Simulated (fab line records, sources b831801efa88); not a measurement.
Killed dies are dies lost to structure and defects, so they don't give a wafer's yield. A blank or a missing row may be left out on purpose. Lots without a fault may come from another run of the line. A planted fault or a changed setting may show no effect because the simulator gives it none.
A struck lot beside a sound one | flow sky130 | 17 steps out of a route of 708
Sound: wafers L491.3, L491.4, L491.5. Struck: wafers L484.1, L484.2, L484.5. The cause comes at the end.
At each step with rows: each side's tool, then ch and its chambers, then its first start. Under that, the readings that differ: sound wafers | struck wafers | difference of the means | sigmas: that difference in standard deviations of wafers without a fault.
alike: readings whose means differ by less than 2 such deviations, and words and numbers that are the same on both sides. not compared: withheld readings, readings that some wafer has no value for, bounds like >300 that may hide the same value, and numbers for which the record gives no deviation and whose values overlap.
The two part at a step that has a row with sigmas, a row that says differs or no value, or rows on one side only. Numbers that don't overlap but have no deviation are shown without sigmas and don't part them. A reading that every wafer of one side lacks parts them only if that side has two wafers or more.

SKY_LDD_HVP_STRIP_09: strips in O2/N2.
  sound on plasma_asher-02 ch 0,1, day 28 12:04; struck on plasma_asher-04 ch 0,1, day 26 15:24
  alike: drypump_motor_current_A, oes_product_au, strip_time_to_endpoint_s
  not compared: rf_hours_counter_h
SKY_LDD_HVP_TW_MEAS_10:
  sound on film_metro-03, day 28 12:09; struck on film_metro-01, day 26 15:30
  reading    | sound       | struck      | difference | sigmas
  LDD_HVP_TW | 451 450 451 | 459 461 462 | +10        | +2
then, 7 steps without rows for these wafers: SKY_LDD_LDN_DEHYDRATE_00 (time 60 s); SKY_LDD_LDN_HMDS_01 (prime time 60 s); SKY_LDD_LDN_COAT_02 (resist thk 1140 nm); SKY_LDD_LDN_SOFTBAKE_03 (time 60 s); SKY_LDD_LDN_EXPOSE_04 (exposes mask LDNTM, target cd 700 nm); SKY_LDD_LDN_PEB_05; SKY_LDD_LDN_DEVELOP_06 (develop time 60 s).
SKY_LDD_LDN_OVL_MEAS_07:
  sound on overlay-01, day 29 15:50; struck on overlay-02, day 27 19:40
  alike: LDD_LDN_OVL
then, 2 steps without rows for these wafers: SKY_LDD_LDN_IMPLANT_08; SKY_LDD_LDN_IMPLANT_09.
SKY_LDD_LDN_IMPLANT_10:
  sound on implanter-04 ch 0, day 29 16:12; struck on implanter-04, day 27 20:00
  no value came back on the struck wafers for beam_energy_keV, beam_on_s (s); on the sound wafers beam_energy_keV reads 14.999 14.994 14.994
then, 1 step without rows for these wafers: SKY_LDD_LDN_IMPLANT_11.
SKY_LDD_LDN_STRIP_12: strips in O2/N2.
  sound on plasma_asher-04 ch 0,1, day 29 16:29; struck on plasma_asher-03 ch 0,1, day 27 20:18
  alike: drypump_motor_current_A, oes_product_au, strip_time_to_endpoint_s
  not compared: rf_hours_counter_h
SKY_LDD_LDN_TW_MEAS_13:
  sound on film_metro-04, day 29 16:34; struck on film_metro-01, day 27 20:24
  reading    | sound          | struck         | difference | sigmas
  LDD_LDN_TW | 1466 1455 1469 | 1371 1372 1372 | -92        | -7
then, 1 step without rows for these wafers: SKY_LDD_LDN_CLEAN_14 (cleans in SC1/SC2, time 150 s).

WHERE THEY PART
First at SKY_LDD_HVP_TW_MEAS_10; last, within this record, at SKY_LDD_LDN_TW_MEAS_13.

WHY: what the simulator had put in
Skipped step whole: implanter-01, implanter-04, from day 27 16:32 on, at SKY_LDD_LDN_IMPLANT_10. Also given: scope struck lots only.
